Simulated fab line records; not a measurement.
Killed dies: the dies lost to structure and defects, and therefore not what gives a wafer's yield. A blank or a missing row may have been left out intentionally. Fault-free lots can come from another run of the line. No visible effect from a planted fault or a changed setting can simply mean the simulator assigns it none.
Code-filled problem report in 8D (eight disciplines) form -- flow gf180mcu -- the parts of the form that need people (team, actions taken, sign-off) are left out

1. THE PROBLEM
HV_LDD_CVD_54_THK at GF_HV_LDD_THK_MEAS_55 reads a mean of 17.18 nm on 6 wafers of 2 lots; wafers without a fault read 9.98 nm with a standard deviation of 0.098. Relative to the usual mean, that is a shift of +73 standard deviations.
First observed at day 18 18:17: wafer L739.2, on film-metro-01. Wafers with a number at this step in the record: 42, from 14 lots. Rule for "out", or "out of limits": more than 4 standard deviations from the usual mean. The rest of the wafers with a number are treated as sound.

2. WHAT IT IS; WHAT IT IS NOT
question,is,is not
which readings at this step,HV_LDD_CVD_54_THK,-
which lots,"L739, L742","L721, L726, L727, L729, L730, L731, L732, L733, L734, L735, L743, L744"
which wafers of those lots,all that have a number,-
read on which gauges,"film-metro-01, film-metro-02",film-metro-04
when,from day 18 18:17,"up to then (30 sound wafers); but 6 sound wafers of L743, L744 came after"

3. THE SUSPECTS, EACH WITH WHAT RULES IT OUT
Counting: a tool stays on the suspect list if, at a process step up to the reading, it processed all lots that are out and no sound lot following the first of them.
- ruled out: the gauge at GF_HV_LDD_THK_MEAS_55. 2 gauges (film-metro-01, film-metro-02) read the wafers that are out.
- lpcvd-02 at GF_HV_LDD_CVD_54 (deposits SiO2 from TEOS, target thk 10 nm, time 75 s): kept. It processed each lot that is out, first L739 at day 18 17:15, and no sound lot thereafter; up to then, the last sound lot it processed was L735 at day 17 02:36.
Remaining after the count: lpcvd-02 at GF_HV_LDD_CVD_54.

4. THE CAUSE (what the simulator had put in)
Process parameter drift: lpcvd-02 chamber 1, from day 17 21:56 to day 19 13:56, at GF_HV_LDD_CVD_54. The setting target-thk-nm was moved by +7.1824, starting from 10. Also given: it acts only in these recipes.
The count eliminated every tool but this one.

5. SEQUENCE OF EFFECTS, ordered by route
One row per reading whose mean, taken over the struck wafers that have a number, lies over 3 standard deviations from the usual. Only readings for which the record gives a usual standard deviation are gone through. hours: the time from each lot's start at the first step in this table that gives one to its start at this step, as a median over the lots. sigmas: the change in usual standard deviations.
hours,step,reading,usual,on struck wafers,change,sigmas
0,GF_HV_LDD_THK_MEAS_55,HV_LDD_CVD_54_THK,9.98 nm,17.18,+7.20,+73
Later steps that measure or inspect, where all struck wafers having a row at the step show a number for every such reading and not one has moved that far: GF_NSD_TW_MEAS_12, GF_SAB_THK_MEAS_01.

6. WHAT WOULD HAVE CAUGHT IT SOONER
In this record the first reading out of limits at a measuring or inspecting step was taken at day 18 18:17, 20 hours after the fault began at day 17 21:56.
Of the lots that are out (2), L742 began GF_HV_LDD_CVD_54 on lpcvd-02 after day 18 18:17. A hold on the tool at that time would have spared it.
